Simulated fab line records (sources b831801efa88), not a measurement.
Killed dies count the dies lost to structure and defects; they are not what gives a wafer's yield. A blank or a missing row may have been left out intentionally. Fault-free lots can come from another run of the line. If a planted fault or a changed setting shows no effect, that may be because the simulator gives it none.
Shared-tool check / flow gf180mcu / Sample size 11 lots and 33 wafers

== WHAT PROMPTED THE OPENING ==
GF_PSD_RS_MEAS_14, reading NSD_RS: flagged on 2 of 11 lots. No-fault wafers: 46.15 ohm/sq, standard deviation 0.086.
Rule: a lot is flagged when every wafer of it that has a number lies more than 4 standard deviations from that mean, or none has a number. As for the other lots, they are considered sound.

lot=L758; measured=day 13 11:53; on=film_metro-01; NSD_RS (ohm/sq), wafer by wafer=46.33 46.29 46.18; flag=
lot=L760; measured=day 14 10:42; on=film_metro-01; NSD_RS (ohm/sq), wafer by wafer=46.16 46.15 46.18; flag=
lot=L761; measured=day 14 11:43; on=film_metro-01; NSD_RS (ohm/sq), wafer by wafer=46.33 46.29 46.24; flag=
lot=L762; measured=day 14 18:15; on=film_metro-01; NSD_RS (ohm/sq), wafer by wafer=46.17 46.01 46.14; flag=
lot=L764; measured=day 17 16:44; on=film_metro-01; NSD_RS (ohm/sq), wafer by wafer=46.20 46.13 46.09; flag=
lot=L768; measured=day 18 00:02; on=film_metro-04; NSD_RS (ohm/sq), wafer by wafer=46.02 46.10 46.09; flag=
lot=L775; measured=day 20 15:45; on=film_metro-01; NSD_RS (ohm/sq), wafer by wafer=45.38 45.37 45.28; flag=FLAGGED
lot=L776; measured=day 21 03:53; on=film_metro-04; NSD_RS (ohm/sq), wafer by wafer=45.26 45.19 45.26; flag=FLAGGED
lot=L777; measured=day 21 22:15; on=film_metro-04; NSD_RS (ohm/sq), wafer by wafer=46.18 46.05 46.08; flag=
lot=L779; measured=day 22 06:36; on=film_metro-01; NSD_RS (ohm/sq), wafer by wafer=46.13 46.13 46.14; flag=
lot=L780; measured=day 22 20:11; on=film_metro-04; NSD_RS (ohm/sq), wafer by wafer=46.12 46.14 46.11; flag=
The numbers of the flagged lots are 45.29 ohm/sq on average: -0.86 ohm/sq against the usual, or -10 standard deviations.

== TOOL THAT RAN EACH LOT ==
Before the reading, the record contains 3 process steps out of a 602-step route. Every cell lists first the tool, next ch and the chambers used by the sampled wafers, and last the start.
lot=L758; flag=; GF_HV_LDD_STRIP_10=plasma_asher-04 ch 0,1, day 9 06:57; GF_HV_LDD_STRIP_37=plasma_asher-04 ch 0,1, day 10 19:39; GF_PSD_RTA_13=rtp_anneal-02 ch 0, day 13 11:49
lot=L760; flag=; GF_HV_LDD_STRIP_10=plasma_asher-02 ch 0,1, day 10 03:13; GF_HV_LDD_STRIP_37=plasma_asher-02 ch 0,1, day 11 18:05; GF_PSD_RTA_13=rtp_anneal-01 ch 0, day 14 10:37
lot=L761; flag=; GF_HV_LDD_STRIP_10=plasma_asher-02 ch 0,1, day 10 04:32; GF_HV_LDD_STRIP_37=plasma_asher-04 ch 0,1, day 11 19:35; GF_PSD_RTA_13=rtp_anneal-02 ch 0, day 14 11:37
lot=L762; flag=; GF_HV_LDD_STRIP_10=plasma_asher-02 ch 0,1, day 10 12:31; GF_HV_LDD_STRIP_37=plasma_asher-02 ch 0,1, day 12 02:07; GF_PSD_RTA_13=rtp_anneal-01 ch 0, day 14 18:10
lot=L764; flag=; GF_HV_LDD_STRIP_10=plasma_asher-04 ch 0,1, day 13 01:11; GF_HV_LDD_STRIP_37=plasma_asher-03 ch 0,1, day 14 18:04; GF_PSD_RTA_13=rtp_anneal-01 ch 0, day 17 16:39
lot=L768; flag=; GF_HV_LDD_STRIP_10=plasma_asher-02 ch 0,1, day 13 08:02; GF_HV_LDD_STRIP_37=plasma_asher-02 ch 0,1, day 15 01:38; GF_PSD_RTA_13=rtp_anneal-02 ch 0, day 17 23:53
lot=L775; flag=FLAGGED; GF_HV_LDD_STRIP_10=plasma_asher-02 ch 0,1, day 15 15:41; GF_HV_LDD_STRIP_37=plasma_asher-04 ch 0,1, day 17 11:46; GF_PSD_RTA_13=rtp_anneal-02 ch 0, day 20 15:40
lot=L776; flag=FLAGGED; GF_HV_LDD_STRIP_10=plasma_asher-03 ch 0,1, day 15 23:58; GF_HV_LDD_STRIP_37=plasma_asher-04 ch 0,1, day 17 21:53; GF_PSD_RTA_13=rtp_anneal-02 ch 0, day 21 03:48
lot=L777; flag=; GF_HV_LDD_STRIP_10=plasma_asher-03 ch 0,1, day 16 16:26; GF_HV_LDD_STRIP_37=plasma_asher-03 ch 0,1, day 18 16:51; GF_PSD_RTA_13=rtp_anneal-01 ch 0, day 21 22:10
lot=L779; flag=; GF_HV_LDD_STRIP_10=plasma_asher-04 ch 0,1, day 17 00:46; GF_HV_LDD_STRIP_37=plasma_asher-02 ch 0,1, day 19 01:02; GF_PSD_RTA_13=rtp_anneal-01 ch 0, day 22 06:31
lot=L780; flag=; GF_HV_LDD_STRIP_10=plasma_asher-03 ch 0,1, day 17 13:53; GF_HV_LDD_STRIP_37=plasma_asher-03 ch 0,1, day 19 15:54; GF_PSD_RTA_13=rtp_anneal-01 ch 0, day 22 20:06
What the steps here do:
- GF_HV_LDD_STRIP_10: strips in O2/N2.
- GF_HV_LDD_STRIP_37: strips in O2/N2.
- GF_PSD_RTA_13: time 20 s.
- GF_PSD_RS_MEAS_14: measures by four-point-probe.

== FLAGGED AGAINST TOTAL, ONE TOOL AT A TIME (gauges that did the reading follow at the end) ==
step=GF_HV_LDD_STRIP_10; tool=plasma_asher-02; lots run=5; flagged=1; share of the flagged lots=some; sound lots run after its first flagged lot=0
step=GF_HV_LDD_STRIP_10; tool=plasma_asher-03; lots run=3; flagged=1; share of the flagged lots=some; sound lots run after its first flagged lot=2 (L777,L780)
step=GF_HV_LDD_STRIP_10; tool=plasma_asher-04; lots run=3; flagged=0; share of the flagged lots=none; sound lots run after its first flagged lot=-
step=GF_HV_LDD_STRIP_37; tool=plasma_asher-02; lots run=4; flagged=0; share of the flagged lots=none; sound lots run after its first flagged lot=-
step=GF_HV_LDD_STRIP_37; tool=plasma_asher-03; lots run=3; flagged=0; share of the flagged lots=none; sound lots run after its first flagged lot=-
step=GF_HV_LDD_STRIP_37; tool=plasma_asher-04; lots run=4; flagged=2; share of the flagged lots=all; sound lots run after its first flagged lot=0
step=GF_PSD_RTA_13; tool=rtp_anneal-01; lots run=6; flagged=0; share of the flagged lots=none; sound lots run after its first flagged lot=-
step=GF_PSD_RTA_13; tool=rtp_anneal-02; lots run=5; flagged=2; share of the flagged lots=all; sound lots run after its first flagged lot=0
step=GF_PSD_RS_MEAS_14; tool=film_metro-01; lots run=7; flagged=1; share of the flagged lots=some; sound lots run after its first flagged lot=1 (L779)
step=GF_PSD_RS_MEAS_14; tool=film_metro-04; lots run=4; flagged=1; share of the flagged lots=some; sound lots run after its first flagged lot=2 (L777,L780)

== WHAT IS ALLOWED BY THE TABLE ==
Every flagged lot went through 2 rows of the table: plasma_asher-04 at GF_HV_LDD_STRIP_37 and rtp_anneal-02 at GF_PSD_RTA_13.
- plasma_asher-04 at GF_HV_LDD_STRIP_37 ran 4 lots, 2 of them flagged. Last sound lot L761 at day 11 19:35, first flagged lot L775 at day 17 11:46; a fault beginning in between fits.
- rtp_anneal-02 at GF_PSD_RTA_13 ran 5 lots, 2 of them flagged. Last sound lot L768 at day 17 23:53, first flagged lot L775 at day 20 15:40; a fault beginning in between fits. Its own readings (wafer_temp_C_max) fall more than 4 standard deviations out on all wafers of the flagged lots.
Because each of these 2 tools fits a fault that began at some hour, counting lots does not separate them. More lots, or a look at what each step does to the wafer, might.

== WHAT THE SIMULATOR PUT IN ==
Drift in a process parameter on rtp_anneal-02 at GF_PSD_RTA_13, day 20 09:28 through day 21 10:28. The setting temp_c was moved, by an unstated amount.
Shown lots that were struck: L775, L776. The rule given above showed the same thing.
